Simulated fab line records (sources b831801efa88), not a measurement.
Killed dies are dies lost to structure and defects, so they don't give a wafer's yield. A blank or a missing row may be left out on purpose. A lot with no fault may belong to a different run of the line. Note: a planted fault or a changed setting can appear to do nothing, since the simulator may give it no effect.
Which tool is to blame? -- flow sky130 -- route of 708 steps, sampled at 1 step: 11 lots, 33 wafers

WHAT THE GAUGES SHOWED, per wafer
SKY_LI_CONTACT_CD_MEAS_12 targets a cd of 170 nm.
lot,measured,on,cd-nm (nm)
L572,day 30 05:58,cd-sem-01,168.7 169.4 168.6
L574,day 31 02:23,cd-sem-01,168.4 168.5 170.6
L576,day 31 15:46,cd-sem-02,172.8 169.8 170.3
L577,day 32 00:11,cd-sem-01,171.3 172.2 171.4
L578,day 32 08:41,cd-sem-01,171.5 170.6 170.5
L580,day 32 20:29,cd-sem-01,172.2 171.4 171.6
L583,day 33 20:40,cd-sem-02,169.8 171.4 170.0
L590,day 36 02:56,cd-sem-01,171.4 170.3 169.4
L592,day 36 12:37,cd-sem-01,173.1 173.1 172.8
L593,day 37 00:16,cd-sem-02,168.9 169.0 168.3
L594,day 37 08:49,cd-sem-02,171.1 171.2 170.5

WHAT TOOL EACH LOT RAN ON (gives the tool, then ch and the chambers of the sampled wafers, and finally the start)
No process step before these readings appears in the record.

THE ANSWER, worked out from the rows above alone
Rule: usual is defined by the lots themselves. Put in order of their means at a reading, lots are off if they are a third of the lots or fewer, leave a main group of 4 or more, and stand apart from it by a gap of 3 or more times the standard deviation of the main group's means; of several such gaps the widest counts. A main group whose means are all the same, to the digits that the tables above print for the reading, isn't used. A lot without any number at a reading at which 4 lots or more have one is off too. All remaining lots with rows at the step are treated as sound.
Nothing can be told from this: no lot is off at any reading shown.

WHAT THE SIMULATOR HAD PUT IN
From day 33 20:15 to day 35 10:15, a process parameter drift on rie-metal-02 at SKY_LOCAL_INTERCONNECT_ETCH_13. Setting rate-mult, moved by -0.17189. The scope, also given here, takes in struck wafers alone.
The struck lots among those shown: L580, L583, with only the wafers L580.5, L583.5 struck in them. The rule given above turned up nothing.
